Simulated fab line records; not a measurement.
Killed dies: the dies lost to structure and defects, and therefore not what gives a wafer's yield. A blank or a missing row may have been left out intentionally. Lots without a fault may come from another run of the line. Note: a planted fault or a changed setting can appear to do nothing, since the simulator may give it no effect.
A struck lot beside a sound one + flow sky130 + 16 out of 708 route steps
Sound: the wafers L898.4, L898.5, L898.6. Wafers struck: L902.1, L902.2, L902.6. At the end, the cause is stated.
Order at every step that has rows: each side's tool, ch and its chambers, its first start. Under that, the readings that differ: sound wafers + struck wafers + difference of the means + sigmas: that difference in standard deviations of wafers without a fault.
alike: readings with means less than 2 such deviations apart, plus words and numbers identical on both sides. not compared: withheld readings, readings lacking a value on some wafer, bounds such as >300 that could conceal the same value, and numbers that have no deviation in the record and whose values overlap.
Wherever a step has rows on one side only, a row that says differs or no value, or a row with sigmas, the two part there. Non-overlapping numbers with no deviation appear without sigmas and do not part them. A reading missing from all wafers of one side parts the sides only when that side holds two or more wafers.

first, 5 steps without rows for these wafers: SKY_SONOS_TUNNEL_COAT_02 (resist thk 1140 nm); SKY_SONOS_TUNNEL_SOFTBAKE_03 (time 60 s); SKY_SONOS_TUNNEL_EXPOSE_04 (exposes mask TUNM, target cd 410 nm); SKY_SONOS_TUNNEL_PEB_05; SKY_SONOS_TUNNEL_DEVELOP_06 (develop time 60 s).
SKY_SONOS_TUNNEL_CD_MEAS_07: the cd target is 410 nm.
  sound on cd_sem-02, day 13 16:47; struck on cd_sem-01, day 15 01:23
  alike: cd_nm
SKY_SONOS_TUNNEL_OVL_MEAS_08:
  sound on overlay-02, day 13 16:52; struck on overlay-02, day 15 01:30
  alike: SONOS_TUNNEL_OVL
then, 3 steps without rows for these wafers: SKY_SONOS_TUNNEL_IMPLANT_09; SKY_SONOS_TUNNEL_WET_ETCH_10 (etches SiO2 in dHF, target depth 14 nm, time 280 s); SKY_SONOS_TUNNEL_STRIP_11 (strips in SPM, time 600 s).
SKY_SONOS_TUNNEL_TW_MEAS_12:
  sound on film_metro-03, day 13 17:19; struck on film_metro-03, day 15 01:59
  alike: SONOS_TUNNEL_TW
then, 1 step without rows for these wafers: SKY_SONOS_TUNNEL_CLEAN_13 (cleans in dHF, time 20 s).
SKY_SONOS_ONO_OXIDATION_00: stabilise 600 s, purge 300 s, target thk 2.6 nm.
  sound on furnace-02 ch 0, day 13 18:59; struck on furnace-01 ch 0, day 15 04:24
| reading                                          | sound             | struck               | difference | sigmas      |
|--------------------------------------------------|-------------------|----------------------|------------|-------------|
| spike_tc_bottom_C (C)                            | 826.5 826.7 826.6 | 837.7 837.9 837.1    | +11.0      | +4          |
| spike_tc_centre_C (C)                            | 800.7 800.4 801.9 | 819.9 818.8 816.4    | +17.4      | +12         |
| spike_tc_lower_C (C)                             | 801.5 800.4 800.6 | 817.2 817.5 816.7    | +16.3      | +16         |
| spike_tc_top_C (C)                               | 814.5 814.4 815.1 | 826.2 828.8 827.2    | +12.7      | +11         |
| spike_tc_upper_C (C)                             | 798.7 799.2 799.9 | 815.9 816.1 817.9    | +17.4      | +14         |
| tube_center_temp_C (C)                           | 800 799.89 799.94 | 815.56 815.64 815.74 | +15.70     | +99 or more |
| tube_center_temp_C_max                           | 801.8 801.9 803.1 | 817.4 817.2 817.4    | +15.1      | +49         |
| model.SiO2_of_SONOS_ONO_OXIDATION_00.thk_nm (nm) | 2.618 2.607 2.595 | 3.153 3.108 3.195    | +0.545     |             |
SKY_SONOS_ONO_THK_MEAS_01:
  sound on film_metro-04, day 13 20:22; struck on film_metro-02, day 15 05:45
| reading                      | sound          | struck         | difference | sigmas |
|------------------------------|----------------|----------------|------------|--------|
| SONOS_ONO_OXIDATION_THK (nm) | 2.67 2.59 2.57 | 3.13 3.12 3.24 | +0.55      | +11    |
then, 1 step without rows for these wafers: SKY_SONOS_ONO_CVD_02 (deposits Si3N4 from DCS/NH3, target thk 10.5 nm, time 180 s).
-- record jumps: 34 days separate the struck wafers' starts on either side; left off in module SONOS_ONO, taken up again in module PAD_OPEN, whose first shown step is the route's number 708 --
SKY_PAD_OPEN_PROBE_99:
  sound on prober-02, day 47 16:45; struck on prober-01, day 48 19:56
| reading                               | sound                   | struck                  | difference | sigmas |
|---------------------------------------|-------------------------|-------------------------|------------|--------|
| model.etest.sonos_erased.drive_ua_um  | 173.2 192 156.7         | 121.7 129.6 102.9       | -55.9      |        |
| model.etest.sonos_erased.vt_v (V)     | -2.306 -2.273 -2.273    | -1.529 -1.686 -1.406    | +0.744     |        |
| model.etest.cap_ono.gate_log10_a_cm2  | -7.616 -7.888 -7.831    | -8.496 -8.265 -8.467    | -0.631     |        |
| model.etest.cap_ono.gate_bv_v (V)     | 16.27 16.13 16.14       | 16.64 16.8 16.37        | +0.42      |        |
| model.etest.cap_ono.tox_acc_nm (nm)   | 12.65 12.84 12.78       | 13.31 13.14 13.27       | +0.48      |        |
| model.etest.sonos_programmed.vt_v (V) | 1.533 1.477 1.494       | 1.263 1.382 1.263       | -0.199     |        |
| model.etest.sonos_baked.vt_less_v (V) | -0.5631 -0.5088 -0.5243 | -0.2814 -0.3799 -0.2985 | +0.2121    |        |
  alike: killed_at_M0_to_M3, killed_at_M4_up, killed_at_contacts, killed_at_front_end, killed_at_other, killed_dies, killed_on_rim, killed_open, killed_short
  not compared: model.etest.sonos_uncharged.r_on_ohm_um

WHERE THEY PART
Earliest at SKY_SONOS_ONO_OXIDATION_00; latest, in this record, at SKY_SONOS_ONO_THK_MEAS_01. Later steps at which nothing parts them and some readings are alike: SKY_PAD_OPEN_PROBE_99.

WHY: whatever the simulator had introduced
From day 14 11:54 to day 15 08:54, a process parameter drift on furnace-01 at SKY_SONOS_ONO_OXIDATION_00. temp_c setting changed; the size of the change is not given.
